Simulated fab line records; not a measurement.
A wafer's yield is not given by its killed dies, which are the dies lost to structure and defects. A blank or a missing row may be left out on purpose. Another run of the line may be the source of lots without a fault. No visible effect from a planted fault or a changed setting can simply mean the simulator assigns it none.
Which tool was responsible? / flow sky130 / 36 wafers from 12 lots sampled at 4 of the route's 708 steps

== WHAT THE GAUGES READ, wafer by wafer ==
SKY_VT_ADJUST_HVTP_CD_MEAS_07 targets a cd of 380 nm. Usual: 379.8 nm for cd-nm, sd 2.1.
lot=L591; measured=day 6 12:37; on=cd-sem-01; cd-nm (nm)=378.4 378.2 378.6; flag=
lot=L592; measured=day 6 20:00; on=cd-sem-01; cd-nm (nm)=380.5 380.8 380.5; flag=
lot=L593; measured=day 7 02:02; on=cd-sem-02; cd-nm (nm)=381.3 380.5 381.0; flag=
lot=L594; measured=day 7 06:14; on=cd-sem-01; cd-nm (nm)=382.1 383.6 383.9; flag=
lot=L598; measured=day 8 20:13; on=cd-sem-01; cd-nm (nm)=380.7 380.7 381.6; flag=
lot=L599; measured=day 9 04:55; on=cd-sem-01; cd-nm (nm)=382.4 382.5 380.1; flag=
lot=L604; measured=day 10 01:13; on=cd-sem-02; cd-nm (nm)=380.0 378.7 379.3; flag=
lot=L605; measured=day 10 07:25; on=cd-sem-02; cd-nm (nm)=383.8 380.3 380.3; flag=
lot=L608; measured=day 11 02:10; on=cd-sem-01; cd-nm (nm)=381.0 381.9 383.1; flag=
lot=L609; measured=day 11 10:08; on=cd-sem-02; cd-nm (nm)=373.9 375.6 376.7; flag=
lot=L612; measured=day 12 02:16; on=cd-sem-02; cd-nm (nm)=381.4 378.5 380.1; flag=
lot=L613; measured=day 12 11:43; on=cd-sem-01; cd-nm (nm)=377.6 379.1 378.2; flag=

SKY_LI_CONTACT_BOW_MEAS_03. Usual: LI_CONTACT_BOW gives 55 um (standard deviation 6.9).
lot=L591; measured=day 28 19:33; on=film-metro-03; LI_CONTACT_BOW (um)=52 55 67; flag=
lot=L592; measured=day 29 01:58; on=film-metro-02; LI_CONTACT_BOW (um)=49 57 51; flag=
lot=L593; measured=day 29 20:22; on=film-metro-03; LI_CONTACT_BOW (um)=53 55 37; flag=
lot=L594; measured=day 29 20:40; on=film-metro-04; LI_CONTACT_BOW (um)=72 62 56; flag=
lot=L598; measured=day 32 01:29; on=film-metro-02; LI_CONTACT_BOW (um)=69 54 47; flag=
lot=L599; measured=day 32 06:44; on=film-metro-03; LI_CONTACT_BOW (um)=59 51 58; flag=
lot=L604; measured=day 33 06:25; on=film-metro-02; LI_CONTACT_BOW (um)=55 54 55; flag=
lot=L605; measured=day 33 17:15; on=film-metro-02; LI_CONTACT_BOW (um)=57 61 68; flag=
lot=L608; measured=day 34 10:33; on=film-metro-03; LI_CONTACT_BOW (um)=63 67 57; flag=
lot=L609; measured=day 34 15:56; on=film-metro-04; LI_CONTACT_BOW (um)=55 57 58; flag=
lot=L612; measured=day 35 20:19; on=film-metro-04; LI_CONTACT_BOW (um)=62 55 56; flag=
lot=L613; measured=day 35 20:33; on=film-metro-03; LI_CONTACT_BOW (um)=37 54 45; flag=

== TOOL THAT RAN EACH LOT (tool first, then ch and the chambers of the sampled wafers, then the start) ==
lot=L591; SKY_POLY_CUT_ETCH_10=rie-diel-03 ch 1,2,3, day 25 01:32; SKY_SD_P_STRIP_10=plasma-asher-03 ch 0, day 26 08:28
lot=L592; SKY_POLY_CUT_ETCH_10=rie-diel-02 ch 1,2,3, day 25 08:21; SKY_SD_P_STRIP_10=plasma-asher-03 ch 0,1, day 26 14:29
lot=L593; SKY_POLY_CUT_ETCH_10=rie-diel-04 ch 0,2, day 26 03:42; SKY_SD_P_STRIP_10=plasma-asher-03 ch 0,1, day 27 09:27
lot=L594; SKY_POLY_CUT_ETCH_10=rie-diel-03 ch 1,2, day 26 04:21; SKY_SD_P_STRIP_10=plasma-asher-01 ch 0,1, day 27 09:45
lot=L598; SKY_POLY_CUT_ETCH_10=rie-diel-03 ch 0,2,3, day 28 09:36; SKY_SD_P_STRIP_10=plasma-asher-01 ch 0,1, day 29 14:36
lot=L599; SKY_POLY_CUT_ETCH_10=rie-diel-04 ch 1,2,3, day 28 16:42; SKY_SD_P_STRIP_10=plasma-asher-02 ch 0,1, day 29 21:31
lot=L604; SKY_POLY_CUT_ETCH_10=rie-diel-03 ch 0, day 29 18:00; SKY_SD_P_STRIP_10=plasma-asher-03 ch 0,1, day 30 22:05
lot=L605; SKY_POLY_CUT_ETCH_10=rie-diel-03 ch 0,1,3, day 30 03:12; SKY_SD_P_STRIP_10=plasma-asher-01 ch 0,1, day 31 08:30
lot=L608; SKY_POLY_CUT_ETCH_10=rie-diel-02 ch 1,2, day 30 22:17; SKY_SD_P_STRIP_10=plasma-asher-01 ch 0,1, day 32 02:12
lot=L609; SKY_POLY_CUT_ETCH_10=rie-diel-02 ch 2,3, day 31 04:54; SKY_SD_P_STRIP_10=plasma-asher-01 ch 0,1, day 32 08:43
lot=L612; SKY_POLY_CUT_ETCH_10=rie-diel-02 ch 1,2, day 32 05:08; SKY_SD_P_STRIP_10=plasma-asher-01 ch 0,1, day 33 08:43
lot=L613; SKY_POLY_CUT_ETCH_10=rie-diel-04 ch 0,1, day 32 09:51; SKY_SD_P_STRIP_10=plasma-asher-03 ch 0,1, day 33 13:12
- SKY_POLY_CUT_ETCH_10: etches BARC in N2/H2, stops on SiO2, time 45.9 s, target depth 60 nm.
- SKY_SD_P_STRIP_10: strips in O2/N2.

== WHAT THE TOOLS THEMSELVES READ (means of the sampled wafers that have a number; where no wafer has one, the mark that the record gives instead) ==
SKY_POLY_CUT_ETCH_10. Usual: drypump-motor-current-A 5.7 A, standard deviation 0.48; oes-product-au 0.855 a.u., standard deviation 0.0048; run-length-s 74.3 s, standard deviation 0.46; throttle-valve-pct 13.225 %, standard deviation 0.0092.
lot=L591; tool=rie-diel-03; drypump-motor-current-A (A)=6.1; oes-product-au (a.u.)=0.856; run-length-s (s)=74.2; throttle-valve-pct (%)=13.218; flag=
lot=L592; tool=rie-diel-02; drypump-motor-current-A (A)=5.5; oes-product-au (a.u.)=0.851; run-length-s (s)=74.4; throttle-valve-pct (%)=13.220; flag=
lot=L593; tool=rie-diel-04; drypump-motor-current-A (A)=5.5; oes-product-au (a.u.)=0.850; run-length-s (s)=74.2; throttle-valve-pct (%)=13.228; flag=
lot=L594; tool=rie-diel-03; drypump-motor-current-A (A)=6.3; oes-product-au (a.u.)=0.854; run-length-s (s)=74.8; throttle-valve-pct (%)=13.231; flag=
lot=L598; tool=rie-diel-03; drypump-motor-current-A (A)=5.7; oes-product-au (a.u.)=0.855; run-length-s (s)=74.5; throttle-valve-pct (%)=13.223; flag=
lot=L599; tool=rie-diel-04; drypump-motor-current-A (A)=5.8; oes-product-au (a.u.)=0.857; run-length-s (s)=74.4; throttle-valve-pct (%)=13.228; flag=
lot=L604; tool=rie-diel-03; drypump-motor-current-A (A)=5.7; oes-product-au (a.u.)=0.832; run-length-s (s)=76.8; throttle-valve-pct (%)=13.231; flag=OFF
lot=L605; tool=rie-diel-03; drypump-motor-current-A (A)=5.9; oes-product-au (a.u.)=0.825; run-length-s (s)=76.6; throttle-valve-pct (%)=13.222; flag=OFF
lot=L608; tool=rie-diel-02; drypump-motor-current-A (A)=5.4; oes-product-au (a.u.)=0.861; run-length-s (s)=74.3; throttle-valve-pct (%)=13.225; flag=
lot=L609; tool=rie-diel-02; drypump-motor-current-A (A)=5.2; oes-product-au (a.u.)=0.858; run-length-s (s)=74.7; throttle-valve-pct (%)=13.233; flag=
lot=L612; tool=rie-diel-02; drypump-motor-current-A (A)=5.4; oes-product-au (a.u.)=0.857; run-length-s (s)=74.5; throttle-valve-pct (%)=13.228; flag=
lot=L613; tool=rie-diel-04; drypump-motor-current-A (A)=5.6; oes-product-au (a.u.)=0.856; run-length-s (s)=73.7; throttle-valve-pct (%)=13.231; flag=

SKY_SD_P_STRIP_10. Usual: drypump-motor-current-A 5.8 A, standard deviation 0.31; oes-product-au 0.617 a.u., standard deviation 0.0046; strip-time-to-endpoint-s 17.48 s, standard deviation 0.049.
lot=L591; tool=plasma-asher-03; drypump-motor-current-A (A)=6.1; oes-product-au (a.u.)=0.617; strip-time-to-endpoint-s (s)=17.41; flag=
lot=L592; tool=plasma-asher-03; drypump-motor-current-A (A)=5.9; oes-product-au (a.u.)=0.621; strip-time-to-endpoint-s (s)=17.45; flag=
lot=L593; tool=plasma-asher-03; drypump-motor-current-A (A)=5.9; oes-product-au (a.u.)=0.617; strip-time-to-endpoint-s (s)=17.51; flag=
lot=L594; tool=plasma-asher-01; drypump-motor-current-A (A)=5.8; oes-product-au (a.u.)=0.614; strip-time-to-endpoint-s (s)=17.47; flag=
lot=L598; tool=plasma-asher-01; drypump-motor-current-A (A)=5.8; oes-product-au (a.u.)=0.617; strip-time-to-endpoint-s (s)=17.43; flag=
lot=L599; tool=plasma-asher-02; drypump-motor-current-A (A)=5.5; oes-product-au (a.u.)=0.608; strip-time-to-endpoint-s (s)=17.53; flag=
lot=L604; tool=plasma-asher-03; drypump-motor-current-A (A)=5.9; oes-product-au (a.u.)=0.617; strip-time-to-endpoint-s (s)=17.45; flag=
lot=L605; tool=plasma-asher-01; drypump-motor-current-A (A)=5.8; oes-product-au (a.u.)=0.617; strip-time-to-endpoint-s (s)=17.50; flag=
lot=L608; tool=plasma-asher-01; drypump-motor-current-A (A)=5.8; oes-product-au (a.u.)=0.615; strip-time-to-endpoint-s (s)=17.53; flag=
lot=L609; tool=plasma-asher-01; drypump-motor-current-A (A)=5.8; oes-product-au (a.u.)=0.615; strip-time-to-endpoint-s (s)=17.50; flag=
lot=L612; tool=plasma-asher-01; drypump-motor-current-A (A)=5.6; oes-product-au (a.u.)=0.616; strip-time-to-endpoint-s (s)=17.48; flag=
lot=L613; tool=plasma-asher-03; drypump-motor-current-A (A)=6.0; oes-product-au (a.u.)=0.615; strip-time-to-endpoint-s (s)=17.53; flag=

== THE ANSWER, worked out from the rows above alone ==
Rule: a lot is off if the mean of its wafers that have a number lies more than 3 standard deviations from the usual mean. A lot without any number at a reading at which 4 lots or more have one is off too. Any other lot the step has rows for is counted as sound. The gauges are gone through in route order, then the tools' own readings, and for those a lot's mean is taken as printed above. The first step at which some lot is off is used, and at that step the reading that is off furthest; a lot without a number counts as furthest.
Off at SKY_POLY_CUT_ETCH_10 (oes-product-au): L604, L605.
A tool fits if, at that step or a process step before it, it ran every lot that is off, and no sound lot after the first of them. One fits: SKY_POLY_CUT_ETCH_10 on rie-diel-03. A fault onset in the window from L598 (day 28 09:36, its last sound lot) to L604 (day 29 18:00, its first lot off) fits.
The tool's own readings at SKY_POLY_CUT_ETCH_10 bear it out: on the lots that are off they differ by more than 5 times the standard deviation of the sound lots' means. oes-product-au reads 0.829 a.u. there against 0.855 a.u. on the sound lots; run-length-s reads 76.7 s there against 74.4 s on the sound lots.

== WHAT THE SIMULATOR HAD PUT IN ==
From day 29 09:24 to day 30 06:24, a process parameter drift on rie-diel-03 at SKY_POLY_CUT_ETCH_10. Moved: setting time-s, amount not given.
Lots struck among those shown: L604, L605. The rule above reached the same finding.
